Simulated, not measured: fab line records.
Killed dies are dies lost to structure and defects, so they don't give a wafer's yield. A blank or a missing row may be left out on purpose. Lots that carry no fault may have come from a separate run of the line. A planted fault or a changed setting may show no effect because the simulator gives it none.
Problem report, 8D (eight disciplines) form, completed by code | flow sky130 | the parts of the form that need people (team, actions taken, sign-off) are left out

1. PROBLEM STATEMENT
Wafers free of any fault read 566 nm (standard deviation 6.4) for CONTACT_HDPCVD_THK at SKY_CONTACT_THK_MEAS_03, against a mean of 677 nm on 6 wafers of 2 lots. That is +17 standard deviations from the usual mean.
Seen first at day 36 13:16 on filmMetro-02, wafer L814.2. The record has a number at this step for 36 wafers belonging to 12 lots. Rule for "out" (also "out of limits"): further than 4 standard deviations from the usual mean. The rest of the wafers with a number are treated as sound.

2. WHAT IT IS; WHAT IT IS NOT
question                    | is                     | is not
which readings at this step | CONTACT_HDPCVD_THK     | -
which lots                  | L814, L816             | L796, L799, L800, L801, L805, L808, L809, L810, L811, L815
which wafers of those lots  | all that have a number | -
read on which gauges        | filmMetro-02           | filmMetro-03, filmMetro-04
when                        | from day 36 13:16      | up to then (27 sound wafers); but 3 sound wafers of L815 came after

3. WHAT RULES OUT EACH SUSPECT
Counting: any tool at a process step up to the reading is kept as a suspect provided that every lot that is out went through it and no sound lot did after the first of them.
- the gauge at SKY_CONTACT_THK_MEAS_03 is ruled out. All the wafers that are out were read on filmMetro-02, but those of them that SKY_CONTACT_HDPCVD_02 has rows for are out there too, on other tools.
- hdpcvd-02 at SKY_CONTACT_HDPCVD_02 (deposits SiO2, target thk 565 nm, time 94.2 s): kept. It processed each lot that is out, first L814 at day 36 13:11, and no sound lot thereafter; up to then, the last sound lot it processed was L811 at day 35 23:20. On those wafers its own readings are out: sih4FlowSccm.
Remaining after the count: hdpcvd-02 at SKY_CONTACT_HDPCVD_02.

4. THE CAUSE (what the simulator had put in)
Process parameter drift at SKY_CONTACT_HDPCVD_02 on hdpcvd-02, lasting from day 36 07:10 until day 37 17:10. From 60, the setting sih4FlowSccm moved by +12. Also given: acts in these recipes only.
After counting, this tool was the only one left.

5. THE EFFECT CHAIN, in route order
One row per reading whose mean, taken over the struck wafers that have a number, lies over 3 standard deviations from the usual. Only readings for which the record gives a usual standard deviation are gone through. hours: the time from each lot's start at the first step in this table that gives one to its start at this step, as a median over the lots. sigmas: the change in usual standard deviations.
hours | step                    | reading            | usual      | on struck wafers | change | sigmas
0     | SKY_CONTACT_HDPCVD_02   | sih4FlowSccm       | 59.96 sccm | 72.03            | +12.07 | +75
0     | SKY_CONTACT_THK_MEAS_03 | CONTACT_HDPCVD_THK | 566 nm     | 677              | +111   | +17
0     | SKY_CONTACT_CMP_04      | timeToEndpointS    | 83 s       | 127              | +44    | +9.6
Process steps it contains:
- SKY_CONTACT_HDPCVD_02: deposits SiO2, target thk 565 nm, time 94.2 s.
- SKY_CONTACT_CMP_04: polishes SiO2.
Later steps that measure or inspect, where all struck wafers having a row at the step show a number for every such reading and not one has moved that far: SKY_CONTACT_CD_MEAS_14.

6. WHAT WOULD HAVE CAUGHT IT SOONER
Counted from the fault's start at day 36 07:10, it took 6 hours until the first out-of-limits reading at a measuring or inspecting step in this record, taken at day 36 13:16.
The tool's own readings at SKY_CONTACT_HDPCVD_02 were out on every struck wafer that the step has a row for (sih4FlowSccm): an alarm limit on them would have fired on the first of those.
L816, from the lots that are out (2), started SKY_CONTACT_HDPCVD_02 on hdpcvd-02 later than day 36 13:16. A tool hold placed at that time would have kept it from harm.
